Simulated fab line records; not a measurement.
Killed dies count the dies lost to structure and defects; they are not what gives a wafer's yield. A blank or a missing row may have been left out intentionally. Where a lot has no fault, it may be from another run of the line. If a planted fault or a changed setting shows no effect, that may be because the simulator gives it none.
Chamber matching | flow sky130 | SKY_FIELD_ISO_ETCH_14 on rieDiel-03: 4 sister chambers
The step etches BARC in N2/H2, stops on SiO2, time 45.9 s, target depth 60 nm. 4 wafers are shown with their chamber, then 8 later ones without.

## EACH WAFER AND ITS CHAMBER
wafer  | chamber | drypumpMotorCurrentA (A)
L076.6 | 2       | 5.5
L085.5 | 1       | 6.3
L086.6 | 3       | 6.1
L087.2 | 0       | 6.6

## WAFERS MISSING THEIR CHAMBER
wafer  | drypumpMotorCurrentA (A)
L087.3 | 6.3
L087.4 | 6.2
L092.2 | 6.1
L092.3 | 5.5
L092.4 | 6.6
L097.1 | 6.7
L097.3 | 5.5
L097.4 | 6.1

## THE CHAMBER EACH PASSED THROUGH
wafer  | from the rows above     | in truth
L087.3 | 1                       | 1
L087.4 | can't be placed: 1 or 3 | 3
L092.2 | 3                       | 3
L092.3 | 2                       | 2
L092.4 | 0                       | 0
L097.1 | 0                       | 0
L097.3 | 2                       | 2
L097.4 | 3                       | 3
Correct placement for 7 of the 8. These rows do not allow placing 1 (true chamber among the candidates in 1). 0 placed wrongly.
How it was worked out, from the rows above alone: a wafer's distance from a chamber is the root of the sum, over the readings, of the square of ((its reading less the chamber's mean) divided by the reading's scatter). The wafer belongs to the nearest chamber; if the next one is less than 2 further off, it can't be placed. For every chamber, the mean is computed from those of its wafers that are shown. The scatter (one wafer shown for each chamber): square how far every hidden wafer sits from the nearest shown wafer, average those squares and take the square root.
